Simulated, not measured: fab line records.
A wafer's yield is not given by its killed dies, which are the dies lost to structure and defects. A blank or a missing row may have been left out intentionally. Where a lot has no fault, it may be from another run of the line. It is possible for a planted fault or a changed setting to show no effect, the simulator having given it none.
fab line records -- flow sky130
record: lots: 11, wafers: 33, last-day: 50
route steps=708 shown VT_ADJUST_HVTP@92 VT_ADJUST_LVTN@117 LDD_LDN@302 VIA3@573 PAD_OPEN@708
lots untouched by any fault: they come from a run of this same line in which no faults occurred
start-h: hours from the record's opening day to when the first of the lot's shown wafers began -- wait-h: hours from the lot's prior step to this one -- " identical to the entry in the row above -- L1.1+2: a single row standing in for several wafers -- - no value, or no start was given -- * or withheld: withheld -- < > ~ a bound
route shown NAME@n: names a module that has steps shown in the file, with the first one's number in the route -- usual: average and standard deviation across the fault-free wafers -- same: alike in all rows -- chamber/n: place in a boat -- sites: the reading at each site -- _std_site: standard deviation of those values -- _edge_site: the outer-site mean with the inner-site mean subtracted -- radius-mm: for every site, how far away it sits from the centre of the wafer -- mask NAME#n: copy n -- behind: the most recent tool/chamber to have shaped the wafer -- hold: the reason the lot was held/the length of the hold in hours/how it ended -- device: whichever transistor did not switch (one of n, p or np) -- end of line: tests of these same wafers at the route's end -- step lacking rows: just its recipe -- killed: dies that structure and defects cost at the first sort, which is not the same as the wafer's yield -- map: dies across one wafer; x = killed, . = not, _ = none there
set.NAME: setting as actually run; set.NAME@STEP: the setting as run at that earlier step -- model.NAME: the simulator's own value behind a step, which no gauge read
steps of the route over a sample of lots; a table a step, a row a wafer
services: a tool's chamber out of use, with start hour (start-h, from the record's first day; less than 0 if before it), hours out, and reason
== steps ==
step: SKY_VT_ADJUST_HVTP_CD_MEAS_07
recipe: target-cd-nm: 380
usual: cd-nm: 380.5/2.5
lot.wafer,tool,chamber,start-h,wait-h,cd-nm
L791.1,cd-sem-01,-,122.88,0.2,381.8
L791.2,cd-sem-01,-,122.88,0.2,380.7
L791.6,cd-sem-01,-,122.88,0.2,380.7
L793.1,cd-sem-02,-,136.41,0.1,383.9
L793.4,cd-sem-02,-,136.41,0.1,384.7
L793.6,cd-sem-02,-,136.41,0.1,385.5
L795.1,cd-sem-02,-,148.07,0.1,382.5
L795.3,cd-sem-02,-,148.07,0.1,380.4
L795.4,cd-sem-02,-,148.07,0.1,380.0
L796.1,cd-sem-02,-,156.66,0.1,378.6
L796.2,cd-sem-02,-,156.66,0.1,378.5
L796.4,cd-sem-02,-,156.66,0.1,377.1
L797.2,cd-sem-01,-,156.78,0.1,378.4
L797.3,cd-sem-01,-,156.78,0.1,379.7
L797.4,cd-sem-01,-,156.78,0.1,379.2
L799.2,cd-sem-01,-,173.43,0.1,380.1
L799.5,cd-sem-01,-,173.43,0.1,382.4
L799.6,cd-sem-01,-,173.43,0.1,383.6
L800.1,cd-sem-02,-,178.41,0.1,385.5
L800.4,cd-sem-02,-,178.41,0.1,384.3
L800.5,cd-sem-02,-,178.41,0.1,386.8
L802.2,cd-sem-02,-,189.28,0.1,376.4
L802.5,cd-sem-02,-,189.28,0.1,378.0
L802.6,cd-sem-02,-,189.28,0.1,376.0
L804.1,cd-sem-02,-,201.16,0.1,382.8
L804.3,cd-sem-02,-,201.16,0.1,383.1
L804.5,cd-sem-02,-,201.16,0.1,381.3
L808.1,cd-sem-01,-,234.51,0.1,378.2
L808.4,cd-sem-01,-,234.51,0.1,377.4
L808.6,cd-sem-01,-,234.51,0.1,378.6
L812.2,cd-sem-02,-,255.68,0.1,381.2
L812.3,cd-sem-02,-,255.68,0.1,379.4
L812.6,cd-sem-02,-,255.68,0.1,381.6
step: SKY_VT_ADJUST_LVTN_STRIP_20
recipe: chemistry: O2/N2, power-w: 1400, pressure-mtorr: 1500, platen-temp-c: withheld, o2-flow-sccm: 3000, n2-flow-sccm: 300, overash-fraction: 0.5
usual: drypump-motor-current-A: 5.8/0.36, oes-product-au: 0.716/0.0045, strip-time-to-endpoint-s: 14.19/0.038
lot.wafer,tool,chamber,start-h,wait-h,drypump-motor-current-A,oes-product-au,rf-hours-counter-h,strip-time-to-endpoint-s
L791.1,plasma-asher-01,0,162.10,0.1,5.3,0.713,36,14.16
L791.2,plasma-asher-01,1,162.10,0.1,5.7,0.716,36,14.17
L791.6,plasma-asher-01,0,162.10,0.1,5.3,0.713,-,14.21
L793.1,plasma-asher-01,0,178.31,0.1,5.2,0.709,39,14.22
L793.4,plasma-asher-01,1,178.31,0.1,5.7,0.718,-,14.19
L793.6,plasma-asher-01,0,178.31,0.1,5.3,0.720,-,14.18
L795.1,plasma-asher-04,0,189.31,0.1,5.8,0.714,49,14.19
L795.3,plasma-asher-04,1,189.31,0.1,5.9,0.717,-,14.18
L795.4,plasma-asher-04,0,189.31,0.1,5.8,0.709,-,14.17
L796.1,plasma-asher-04,0,198.50,0.1,5.8,0.723,50,14.19
L796.2,plasma-asher-04,1,198.50,0.1,5.9,0.715,50,14.19
L796.4,plasma-asher-04,1,198.50,0.1,5.9,0.715,-,14.19
L797.2,plasma-asher-01,0,198.62,0.1,5.3,0.715,41,14.21
L797.3,plasma-asher-01,1,198.62,0.1,5.7,0.704,-,14.18
L797.4,plasma-asher-01,0,198.62,0.1,5.3,0.709,-,14.15
L799.2,plasma-asher-02,1,215.65,0.1,5.4,0.716,7,14.17
L799.5,plasma-asher-02,0,215.65,0.1,6.6,0.717,-,14.19
L799.6,plasma-asher-02,1,215.65,0.1,5.5,0.712,-,14.25
L800.1,plasma-asher-04,0,221.87,0.1,5.8,0.718,53,14.17
L800.4,plasma-asher-04,1,221.87,0.1,5.9,0.708,-,14.17
L800.5,plasma-asher-04,1,221.87,0.1,5.9,0.718,-,14.12
L802.2,plasma-asher-04,0,234.40,0.1,5.8,0.704,54,14.22
L802.5,plasma-asher-04,0,234.40,0.1,5.8,0.711,-,14.21
L802.6,plasma-asher-04,1,234.40,0.1,5.9,0.715,-,14.22
L804.1,plasma-asher-04,1,247.95,0.1,5.9,0.716,55,14.25
L804.3,plasma-asher-04,1,247.95,0.1,5.9,0.710,-,14.23
L804.5,plasma-asher-04,0,247.95,0.1,5.8,0.711,-,14.22
L808.1,plasma-asher-01,1,284.10,0.1,5.7,0.715,50,14.15
L808.4,plasma-asher-01,0,284.10,0.1,5.3,0.709,-,14.18
L808.6,plasma-asher-01,0,284.10,0.1,5.3,0.716,-,14.21
L812.2,plasma-asher-01,1,306.00,0.1,5.7,0.715,52,14.20
L812.3,plasma-asher-01,0,306.00,0.1,5.2,0.717,-,14.23
L812.6,plasma-asher-01,0,306.00,0.1,5.2,0.717,-,14.21
step: SKY_LDD_LDN_TW_MEAS_13
usual: LDD_LDN_TW: 1487/10
lot.wafer,tool,chamber,start-h,wait-h,LDD_LDN_TW
L791.1,film-metro-02,-,523.82,0.1,1498
L791.2,film-metro-02,-,523.82,0.1,1504
L791.6,film-metro-02,-,523.82,0.1,1505
L793.1,film-metro-01,-,550.52,0.1,1480
L793.4,film-metro-01,-,550.52,0.1,1472
L793.6,film-metro-01,-,550.52,0.1,1480
L795.1,film-metro-02,-,564.52,0.1,1506
L795.3,film-metro-02,-,564.52,0.1,1496
L795.4,film-metro-02,-,564.52,0.1,1498
L797.2,film-metro-01,-,578.06,0.1,1470
L797.3,film-metro-01,-,578.06,0.1,1476
L797.4,film-metro-01,-,578.06,0.1,1482
L796.1,film-metro-04,-,579.55,0.1,1486
L796.2,film-metro-04,-,579.55,0.1,1493
L796.4,film-metro-04,-,579.55,0.1,1485
L799.2,film-metro-01,-,594.01,0.1,1471
L799.5,film-metro-01,-,594.01,0.1,1465
L799.6,film-metro-01,-,594.01,0.1,1476
L800.1,film-metro-01,-,613.67,0.1,1472
L800.4,film-metro-01,-,613.67,0.1,1477
L800.5,film-metro-01,-,613.67,0.1,1480
L802.2,film-metro-04,-,623.63,0.1,1496
L802.5,film-metro-04,-,623.63,0.1,1495
L802.6,film-metro-04,-,623.63,0.1,1484
L804.1,film-metro-04,-,632.05,0.1,1490
L804.3,film-metro-04,-,632.05,0.1,1492
L804.5,film-metro-04,-,632.05,0.1,1497
L808.1,film-metro-01,-,677.67,0.1,1481
L808.4,film-metro-01,-,677.67,0.1,1479
L808.6,film-metro-01,-,677.67,0.1,1485
L812.2,film-metro-02,-,704.21,0.1,1498
L812.3,film-metro-02,-,704.21,0.1,1499
L812.6,film-metro-02,-,704.21,0.1,1491
step: SKY_VIA3_HDPCVD_00
recipe: material: SiO2, target-thk-nm: 1635, sigma-open-frac: 0.3, time-s: 272.5, temp-c: 400, sih4-flow-sccm: 60, pressure-mtorr: 6
usual: run-length-s: 300.2/0.77
lot.wafer,tool,chamber,start-h,wait-h,run-length-s
L791.1,hdpcvd-02,0,904.05,0.0,300.4
L791.2,hdpcvd-02,1,904.05,0.0,299.7
L791.6,hdpcvd-02,0,904.05,0.0,299.5
L793.1,hdpcvd-01,2,921.19,0.0,299.4
L793.4,hdpcvd-01,0,921.19,0.0,300.7
L793.6,hdpcvd-01,2,921.19,0.0,299.2
L795.1,hdpcvd-02,1,932.59,0.0,300.4
L795.3,hdpcvd-02,2,932.59,0.0,301.5
L795.4,hdpcvd-02,1,932.59,0.0,299.6
L797.2,hdpcvd-02,1,944.20,0.0,299.7
L797.3,hdpcvd-02,0,944.20,0.0,299.7
L797.4,hdpcvd-02,1,944.20,0.0,300.4
L796.1,hdpcvd-02,0,945.47,0.0,299.6
L796.2,hdpcvd-02,2,945.47,0.0,301.4
L796.4,hdpcvd-02,1,945.47,0.0,300.2
L799.2,hdpcvd-01,1,965.06,0.0,300.0
L799.5,hdpcvd-01,2,965.06,0.0,299.3
L799.6,hdpcvd-01,1,965.06,0.0,300.0
L800.1,hdpcvd-01,0,970.87,0.0,300.9
L800.4,hdpcvd-01,1,970.87,0.0,300.2
L800.5,hdpcvd-01,0,970.87,0.0,300.5
L802.2,hdpcvd-02,1,983.69,0.0,299.9
L802.5,hdpcvd-02,0,983.69,0.0,299.5
L802.6,hdpcvd-02,2,983.69,0.0,301.8
L804.1,hdpcvd-02,2,989.96,0.0,301.4
L804.3,hdpcvd-02,0,989.96,0.0,300.0
L804.5,hdpcvd-02,2,989.96,0.0,301.4
L808.1,hdpcvd-02,1,1028.48,0.0,300.0
L808.4,hdpcvd-02,2,1028.48,0.0,302.2
L808.6,hdpcvd-02,0,1028.48,0.0,299.6
L812.2,hdpcvd-01,2,1047.24,0.0,299.6
L812.3,hdpcvd-01,0,1047.24,0.0,300.4
L812.6,hdpcvd-01,2,1047.24,0.0,262.3
step: SKY_VIA3_THK_MEAS_01
recipe: reads: SiO2_of_VIA3_HDPCVD_00
usual: VIA3_HDPCVD_THK: 1629/15
lot.wafer,tool,chamber,start-h,wait-h,VIA3_HDPCVD_THK[nm]
L791.1,film-metro-01,-,904.22,0.1,1635
L791.2,film-metro-01,-,904.22,0.1,1650
L791.6,film-metro-01,-,904.22,0.1,1641
L793.1,film-metro-03,-,921.36,0.1,1610
L793.4,film-metro-03,-,921.36,0.1,1642
L793.6,film-metro-03,-,921.36,0.1,1638
L795.1,film-metro-01,-,932.76,0.1,1616
L795.3,film-metro-01,-,932.76,0.1,1619
L795.4,film-metro-01,-,932.76,0.1,1634
L797.2,film-metro-03,-,944.38,0.1,1629
L797.3,film-metro-03,-,944.38,0.1,1634
L797.4,film-metro-03,-,944.38,0.1,1658
L796.1,film-metro-03,-,945.64,0.1,1621
L796.2,film-metro-03,-,945.64,0.1,1626
L796.4,film-metro-03,-,945.64,0.1,1639
L799.2,film-metro-02,-,965.32,0.2,1619
L799.5,film-metro-02,-,965.32,0.2,1630
L799.6,film-metro-02,-,965.32,0.2,1631
L800.1,film-metro-01,-,971.04,0.1,1632
L800.4,film-metro-01,-,971.04,0.1,1625
L800.5,film-metro-01,-,971.04,0.1,1630
L802.2,film-metro-02,-,983.87,0.1,1635
L802.5,film-metro-02,-,983.87,0.1,1627
L802.6,film-metro-02,-,983.87,0.1,1647
L804.1,film-metro-01,-,990.13,0.1,1618
L804.3,film-metro-01,-,990.13,0.1,1627
L804.5,film-metro-01,-,990.13,0.1,1603
L808.1,film-metro-02,-,1028.65,0.1,1614
L808.4,film-metro-02,-,1028.65,0.1,1620
L808.6,film-metro-02,-,1028.65,0.1,1612
L812.2,film-metro-01,-,1047.42,0.1,1633
L812.3,film-metro-01,-,1047.42,0.1,1632
L812.6,film-metro-01,-,1047.42,0.1,1417
step: SKY_PAD_OPEN_PROBE_99
usual: defect-limited-yield: 81.9/1.9, killed_at_M0_to_M3: 45/7.3, killed_at_M4_up: 3.2/1.8, killed-at-contacts: 25/5.5, killed-at-front-end: 15/4.2, killed-at-other: 0.3/0.69, killed-dies: 89/9.4, killed-open: 49/6.6, killed-short: 40/6.4, sort_bin_3_pad_short: 0.9/0.43, sort_bin_5_function: 10.7/1.5, sort_bin_6_memory: 6.5/1.2, sort-n-pass: 403/9.4, sort-yield-pct: 81.9/1.9
same: gross-dies: 492, killed-at-back-side: 0, sort_bin_4_leakage[%]: 0, sort_bin_8_speed[%]: 0
lot.wafer,tool,chamber,start-h,wait-h,defect-limited-yield[%],killed_at_M0_to_M3,killed_at_M4_up,killed-at-contacts,killed-at-front-end,killed-at-other,killed-dies,killed-open,killed-short,sort_bin_3_pad_short[%],sort_bin_5_function[%],sort_bin_6_memory[%],sort-n-pass,sort-yield-pct[%]
L797.2,prober-01,-,1108.33,0.1,82.9,47,1,23,13,0,84,53,31,0.8,11.0,5.3,408,82.9
killed by level:class
L797.2 LI_CONTACT:geometric-particle:open=10 VIA2:geometric-particle:open=9 VIA1:geometric-particle:open=8 CONTACT:geometric-particle:open=8 METAL1:geometric-particle:short=7 METAL2:geometric-particle:short=6 VIA3:geometric-particle:open=6 POLY_GATE:geometric-particle:open=5
== services ==
tool,chamber,start-h,hours,kind
plasma-asher-04,-,155.58,28.1,pm
hdpcvd-01,-,204.28,0.8,repair
plasma-asher-01,-,249.72,1.3,repair
plasma-asher-04,-,325.69,0.4,repair
plasma-asher-04,-,335.62,4.0,repair
plasma-asher-04,-,349.05,13.1,repair
hdpcvd-02,-,362.09,0.9,repair
hdpcvd-02,-,366.30,15.0,pm
plasma-asher-01,-,401.25,3.0,repair
hdpcvd-02,-,422.39,0.8,repair
hdpcvd-02,0,540.41,23.8,repair
plasma-asher-01,-,599.68,2.8,pm
hdpcvd-02,2,605.83,23.6,repair
hdpcvd-02,2,658.14,1.9,repair
hdpcvd-02,-,682.59,0.7,repair
plasma-asher-01,-,728.96,0.9,repair
plasma-asher-04,-,733.75,9.0,pm
plasma-asher-04,-,816.29,3.6,repair
hdpcvd-02,0,880.02,7.6,repair
plasma-asher-04,-,900.28,9.3,repair
hdpcvd-02,2,925.32,3.4,repair
hdpcvd-02,-,948.55,0.9,repair
hdpcvd-02,-,950.25,15.0,pm
plasma-asher-04,-,1004.67,1.3,repair
== key ==
first-sign: step: SKY_VIA3_HDPCVD_00, reading: run-length-s, direction: down, sigmas: 49, usual: *, struck: *
effect: step: SKY_VIA3_THK_MEAS_01, reading: VIA3_HDPCVD_THK, direction: down, sigmas: 14, usual: 1629, struck: 1417
met-at SKY_VIA3_HDPCVD_00
struck-lots L812
struck-wafers L812.6
not-acting-at SKY_VT_ADJUST_HVTP_CD_MEAS_07,SKY_VT_ADJUST_LVTN_STRIP_20,SKY_LDD_LDN_TW_MEAS_13
onset-between 970.87 1047.24
fault: kind: process-parameter-drift, tool: hdpcvd-01, chamber: -, onset-h: 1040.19, steps: SKY_VIA3_HDPCVD_00, channel: time-s, offset: *, shape: step, end-h: 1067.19, scope: struck-wafers-only, acts-in: *, stated: *
